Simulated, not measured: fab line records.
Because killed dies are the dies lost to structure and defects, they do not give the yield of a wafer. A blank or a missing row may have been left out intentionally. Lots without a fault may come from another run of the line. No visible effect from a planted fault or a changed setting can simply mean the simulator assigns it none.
fab line records ; flow sky130
[record] lots = 10; wafers = 30; lastDay = 50
route steps=708 shown SONOS_ONO@170 LDD_LDN@301 METAL1@434
lots with no fault: from the same line, run without faults
startH: the number of hours between the record's first day and the start of the first shown wafer of the lot ; waitH: hours elapsed since this lot's preceding step ; " same as the row above ; L1.1+2: one row covering several wafers at once ; - no value, or no start given ; * or withheld: withheld ; < > ~ a bound
route shown NAME@n: a module of which the file shows steps, and the number in the route of the first ; usual: average and standard deviation across the fault-free wafers ; same: alike in all rows ; chamber/n: place in a boat ; sites: each site's reading ; _std_site: standard deviation of those values ; _edge_site: mean of outer sites minus mean of inner sites ; radiusMm: for every site, how far away it sits from the centre of the wafer ; mask NAME#n: copy n ; behind: the last tool/chamber to shape the wafer ; hold: what put the lot on hold/how long, in hours/how the hold closed ; device: transistor that didn't switch, given as n, p or np ; end of line: the tests these same wafers got at the end of their route ; a step with no rows: only its recipe ; killed: count of dies lost to structure and defects at first sort (not the wafer's yield) ; map: dies across one wafer; x = killed, . = not, _ = none there
set.NAME: the setting as run; set.NAME@STEP: as run at that earlier step ; model.NAME: the simulator's own value behind a step, which no gauge read
the route's steps for a sample of lots (tables are steps, rows are wafers)
services: the hour from which a tool's chamber was out of use, counted from the record's first day as startH (under 0 if before that day), plus the number of hours and why
[[steps]]
[step SKY_SONOS_ONO_CVD_02]
[recipe] material = Si3N4; precursor = DCS/NH3; targetThkNm = 10.5; tempC = 770; timeS = 180; pressureMtorr = 250
[usual] zonePowerCentrePct = 13.0/0.33
lot.wafer;tool;chamber;startH;waitH;zonePowerCentrePct
L661.2;lpcvd-02;1;246.50;0.5;13.2
L661.3;lpcvd-02;1;246.50;0.5;13.3
L661.4;lpcvd-02;1;246.50;0.5;13.3
L662.1;lpcvd-02;0;257.65;1.9;12.6
L662.5;lpcvd-02;0;257.65;1.9;12.7
L662.6;lpcvd-02;0;257.65;1.9;12.6
L663.2;lpcvd-02;1;261.07;0.0;13.1
L663.5;lpcvd-02;1;261.07;0.0;13.3
L663.6;lpcvd-02;1;261.07;0.0;13.3
L664.1;lpcvd-02;0;266.52;0.1;12.5
L664.4;lpcvd-02;0;266.52;0.1;12.5
L664.6;lpcvd-02;0;266.52;0.1;12.5
L665.2;lpcvd-02;0;280.60;0.5;12.6
L665.3;lpcvd-02;0;280.60;0.5;12.4
L665.6;lpcvd-02;0;280.60;0.5;12.8
L666.1;lpcvd-02;1;280.60;0.5;13.2
L666.2;lpcvd-02;1;280.60;0.5;13.3
L666.3;lpcvd-02;1;280.60;0.5;13.3
L675.1;lpcvd-02;1;362.15;0.5;13.4
L675.3;lpcvd-02;1;362.15;0.5;13.1
L675.5;lpcvd-02;1;362.15;0.5;13.1
L676.2;lpcvd-02;1;373.21;1.9;13.3
L676.4;lpcvd-02;1;373.21;1.9;13.3
L676.5;lpcvd-02;1;373.21;1.9;13.3
L683.3;lpcvd-02;0;429.25;3.7;12.6
L683.4;lpcvd-02;0;429.25;3.7;12.7
L683.6;lpcvd-02;0;429.25;3.7;12.6
L684.2;lpcvd-02;0;439.16;0.0;12.6
L684.3;lpcvd-02;0;439.16;0.0;12.8
L684.5;lpcvd-02;0;439.16;0.0;12.7
[step SKY_SONOS_ONO_THK_MEAS_03]
[recipe] reads = Si3N4_of_SONOS_ONO_CVD_02
[usual] SONOS_ONO_CVD_02_THK = 10.44/0.12
lot.wafer;tool;chamber;startH;waitH;SONOS_ONO_CVD_02_THK[nm]
L661.2;filmMetro-02;-;247.56;0.0;10.46
L661.3;filmMetro-02;-;247.56;0.0;10.49
L661.4;filmMetro-02;-;247.56;0.0;10.57
L662.1;filmMetro-04;-;258.70;0.0;10.22
L662.5;filmMetro-04;-;258.70;0.0;10.40
L662.6;filmMetro-04;-;258.70;0.0;10.46
L663.2;filmMetro-02;-;262.13;0.0;10.33
L663.5;filmMetro-02;-;262.13;0.0;10.39
L663.6;filmMetro-02;-;262.13;0.0;10.33
L664.1;filmMetro-02;-;267.57;0.0;10.36
L664.4;filmMetro-02;-;267.57;0.0;10.48
L664.6;filmMetro-02;-;267.57;0.0;10.38
L666.1;filmMetro-04;-;281.65;0.0;10.67
L666.2;filmMetro-04;-;281.65;0.0;10.57
L666.3;filmMetro-04;-;281.65;0.0;10.61
L665.2;filmMetro-01;-;281.66;0.0;10.37
L665.3;filmMetro-01;-;281.66;0.0;10.55
L665.6;filmMetro-01;-;281.66;0.0;10.44
L675.1;filmMetro-01;-;363.20;0.0;7.48
L675.3;filmMetro-01;-;363.20;0.0;7.35
L675.5;filmMetro-01;-;363.20;0.0;7.57
L676.2;filmMetro-01;-;374.27;0.0;7.18
L676.4;filmMetro-01;-;374.27;0.0;7.11
L676.5;filmMetro-01;-;374.27;0.0;7.20
L683.3;filmMetro-02;-;430.85;0.0;10.38
L683.4;filmMetro-02;-;430.85;0.0;10.42
L683.6;filmMetro-02;-;430.85;0.0;10.39
L684.2;filmMetro-01;-;440.74;0.0;10.44
L684.3;filmMetro-01;-;440.74;0.0;10.45
L684.5;filmMetro-01;-;440.74;0.0;10.34
[step SKY_LDD_LDN_STRIP_12]
[recipe] chemistry = O2/N2; powerW = 1400; pressureMtorr = 1500; platenTempC = withheld; o2FlowSccm = 3000; n2FlowSccm = 300; overashFraction = 0.5
[usual] chamberPressureMTorr = 1500.3/1.4; drypumpMotorCurrentA = 5.6/0.53; n2FlowSccm = 300.0/0.92; oesProductAu = 0.716/0.0041; stripTimeToEndpointS = 14.17/0.036
lot.wafer;tool;chamber;startH;waitH;chamberPressureMTorr;drypumpMotorCurrentA;n2FlowSccm;oesProductAu;rfHoursCounterH;stripTimeToEndpointS
L661.2;plasmaAsher-04;0;528.61;0.1;1497.4;5.9;299.8;0.719;10;14.18
L661.3;plasmaAsher-04;1;528.61;0.1;1499.8;6.0;299.8;0.710;-;14.21
L661.4;plasmaAsher-04;0;528.61;0.1;1498.6;5.9;300.0;0.723;-;14.19
L664.1;plasmaAsher-04;0;541.69;0.1;1500.5;5.8;299.5;0.711;11;14.19
L664.4;plasmaAsher-04;1;541.69;0.1;1498.5;6.0;301.2;0.713;-;14.19
L664.6;plasmaAsher-04;0;541.69;0.1;1499.9;5.9;300.0;0.718;-;14.17
L662.1;plasmaAsher-01;0;542.31;0.1;1500.8;4.8;300.0;0.713;86;14.19
L662.5;plasmaAsher-01;0;542.31;0.1;1501.0;4.8;300.4;0.719;-;14.21
L662.6;plasmaAsher-01;1;542.31;0.1;1502.2;6.2;299.9;0.714;-;14.21
L663.2;plasmaAsher-01;0;543.56;0.1;1500.2;4.8;300.2;0.712;86;14.15
L663.5;plasmaAsher-01;1;543.56;0.1;1501.6;6.2;299.9;0.715;-;14.18
L663.6;plasmaAsher-01;0;543.56;0.1;1502.0;4.8;299.0;0.718;-;14.19
L665.2;plasmaAsher-01;0;554.99;0.1;1499.5;4.8;299.6;0.711;87;14.14
L665.3;plasmaAsher-01;1;554.99;0.1;1500.0;6.2;300.3;0.716;-;14.16
L665.6;plasmaAsher-01;0;554.99;0.1;1502.8;4.8;298.6;0.718;-;14.22
L666.1;plasmaAsher-04;1;556.56;0.1;1501.8;6.0;299.8;0.711;13;14.11
L666.2;plasmaAsher-04;0;556.56;0.1;1501.1;5.9;299.6;0.720;13;14.16
L666.3;plasmaAsher-04;1;556.56;0.1;1499.1;6.0;299.4;0.710;-;14.16
L675.1;plasmaAsher-01;0;648.59;0.1;1501.1;4.8;299.3;0.716;96;14.20
L675.3;plasmaAsher-01;0;648.59;0.1;1500.6;4.8;300.1;0.712;-;14.18
L675.5;plasmaAsher-01;1;648.59;0.1;1499.1;6.3;297.5;0.712;-;14.20
L676.2;plasmaAsher-02;1;655.23;0.1;1500.9;5.4;298.2;0.720;54;14.16
L676.4;plasmaAsher-02;0;655.23;0.1;1500.4;5.3;300.7;0.714;-;14.16
L676.5;plasmaAsher-02;1;655.23;0.1;1499.5;5.4;298.6;0.716;-;14.16
L683.3;plasmaAsher-01;0;707.89;0.1;1500.4;4.8;300.4;0.717;-;14.18
L683.4;plasmaAsher-01;1;707.89;0.1;1501.0;6.2;300.4;0.730;-;14.12
L683.6;plasmaAsher-01;1;707.89;0.1;1500.6;6.2;299.4;0.717;-;14.14
L684.2;plasmaAsher-01;0;718.89;0.1;1499.6;4.8;298.9;0.716;103;14.15
L684.3;plasmaAsher-01;0;718.89;0.1;1502.6;4.8;300.0;0.713;-;14.16
L684.5;plasmaAsher-01;1;718.89;0.1;1501.3;6.3;302.2;0.724;-;14.14
[step SKY_METAL1_SPUTTER_00]
[recipe] material = Ti; targetThkNm = 15; powerW = 3000; timeS = 10; chamberPressurePa = 0.4
[usual] throttleValvePct = 29.3/0.55
lot.wafer;tool;chamber;startH;waitH;throttleValvePct
L661.2;pvdSputter-04;-;733.02;0.1;29.1
L661.3;pvdSputter-04;-;733.02;0.1;28.8
L661.4;pvdSputter-04;-;733.02;0.1;29.4
L664.1;pvdSputter-03;-;746.45;0.2;28.5
L664.4;pvdSputter-03;-;746.45;0.2;28.8
L664.6;pvdSputter-03;-;746.45;0.2;28.4
L662.1;pvdSputter-03;-;747.66;0.2;28.8
L662.5;pvdSputter-03;-;747.66;0.2;28.7
L662.6;pvdSputter-03;-;747.66;0.2;29.1
L663.2;pvdSputter-01;-;752.36;0.2;29.5
L663.5;pvdSputter-01;-;752.36;0.2;30.0
L663.6;pvdSputter-01;-;752.36;0.2;30.1
L665.2;pvdSputter-03;-;756.71;0.1;28.5
L665.3;pvdSputter-03;-;756.71;0.1;28.6
L665.6;pvdSputter-03;-;756.71;0.1;28.8
L666.1;pvdSputter-04;-;759.93;0.2;30.6
L666.2;pvdSputter-04;-;759.93;0.2;29.1
L666.3;pvdSputter-04;-;759.93;0.2;29.0
L675.1;pvdSputter-01;-;842.63;0.1;29.6
L675.3;pvdSputter-01;-;842.63;0.1;29.4
L675.5;pvdSputter-01;-;842.63;0.1;29.7
L676.2;pvdSputter-04;-;848.62;0.1;29.2
L676.4;pvdSputter-04;-;848.62;0.1;29.5
L676.5;pvdSputter-04;-;848.62;0.1;30.0
L683.3;pvdSputter-03;-;902.48;0.2;28.9
L683.4;pvdSputter-03;-;902.48;0.2;28.6
L683.6;pvdSputter-03;-;902.48;0.2;28.7
L684.2;pvdSputter-04;-;914.97;0.1;29.1
L684.3;pvdSputter-04;-;914.97;0.1;30.5
L684.5;pvdSputter-04;-;914.97;0.1;29.4
[step SKY_METAL1_SPUTTER_04]
[recipe] material = TiN; targetThkNm = 70; powerW = 6500; timeS = 58.3; chamberPressurePa = 0.4
[usual] throttleValvePct = 29.3/0.55
lot.wafer;tool;chamber;startH;waitH;throttleValvePct
L661.2;pvdSputter-04;-;733.11;0.0;29.0
L661.3;pvdSputter-04;-;733.11;0.0;28.7
L661.4;pvdSputter-04;-;733.11;0.0;29.0
L664.1;pvdSputter-03;-;746.54;0.0;28.9
L664.4;pvdSputter-03;-;746.54;0.0;28.7
L664.6;pvdSputter-03;-;746.54;0.0;28.6
L662.1;pvdSputter-03;-;747.76;0.0;28.5
L662.5;pvdSputter-03;-;747.76;0.0;28.8
L662.6;pvdSputter-03;-;747.76;0.0;28.9
L663.2;pvdSputter-01;-;752.46;0.0;29.3
L663.5;pvdSputter-01;-;752.46;0.0;29.7
L663.6;pvdSputter-01;-;752.46;0.0;29.9
L665.2;pvdSputter-03;-;756.80;0.0;28.7
L665.3;pvdSputter-03;-;756.80;0.0;28.5
L665.6;pvdSputter-03;-;756.80;0.0;28.9
L666.1;pvdSputter-04;-;760.02;0.0;30.7
L666.2;pvdSputter-04;-;760.02;0.0;29.0
L666.3;pvdSputter-04;-;760.02;0.0;29.0
L675.1;pvdSputter-01;-;842.72;0.0;29.4
L675.3;pvdSputter-01;-;842.72;0.0;29.3
L675.5;pvdSputter-01;-;842.72;0.0;29.6
L676.2;pvdSputter-04;-;848.71;0.0;28.8
L676.4;pvdSputter-04;-;848.71;0.0;29.5
L676.5;pvdSputter-04;-;848.71;0.0;30.2
L683.3;pvdSputter-03;-;902.57;0.0;28.7
L683.4;pvdSputter-03;-;902.57;0.0;29.0
L683.6;pvdSputter-03;-;902.57;0.0;28.9
L684.2;pvdSputter-04;-;915.06;0.0;28.9
L684.3;pvdSputter-04;-;915.06;0.0;30.3
L684.5;pvdSputter-04;-;915.06;0.0;29.4
[[services]]
tool;chamber;startH;hours;kind
plasmaAsher-04;-;272.10;4.1;repair
lpcvd-02;-;287.59;1.3;repair
pvdSputter-04;-;304.46;0.6;repair
plasmaAsher-02;-;327.33;0.5;repair
pvdSputter-03;-;327.51;1.1;repair
lpcvd-02;-;333.85;14.6;pm
pvdSputter-03;-;349.51;1.1;repair
pvdSputter-01;-;393.82;7.3;repair
plasmaAsher-04;-;400.43;1.9;repair
pvdSputter-03;-;413.25;4.1;repair
plasmaAsher-04;-;421.25;9.0;pm
pvdSputter-03;-;440.71;2.9;repair
pvdSputter-03;-;457.69;5.8;repair
plasmaAsher-01;-;463.48;1.9;repair
plasmaAsher-01;-;515.63;0.7;repair
plasmaAsher-01;-;536.44;0.5;repair
pvdSputter-03;-;557.62;2.3;repair
lpcvd-02;-;588.69;6.0;pm
plasmaAsher-01;-;598.70;3.7;repair
pvdSputter-03;-;633.34;3.3;repair
plasmaAsher-01;-;638.17;2.9;repair
plasmaAsher-01;-;733.75;9.0;pm
pvdSputter-03;-;763.95;10.5;repair
pvdSputter-03;-;806.33;1.3;repair
[[key]]
[firstSign] step = SKY_SONOS_ONO_THK_MEAS_03; reading = SONOS_ONO_CVD_02_THK; direction = down; sigmas = 27; usual = 10.44; struck = 7.31
effect none on later readings
metAt SKY_SONOS_ONO_CVD_02
struckLots L675,L676
testerLeftOut L675,L676
notActingAt SKY_LDD_LDN_STRIP_12,SKY_METAL1_SPUTTER_00,SKY_METAL1_SPUTTER_04
onsetBetween 280.60 362.15
[fault] kind = processParameterDrift; tool = lpcvd-02; chamber = -; onsetH = 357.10; steps = SKY_SONOS_ONO_CVD_02; channel = targetThkNm; offset = -3.1215; shape = step; endH = 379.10; actsIn = theseRecipesOnly; stated = 10.5
// testerLeftOut: of these lots the tester's yield and bins aren't shown, on N5 and GAA mostly nor the transistor test; their killed dies are dies lost to structure and defects alone, not to doping, threshold or leakage, so they don't give the yield
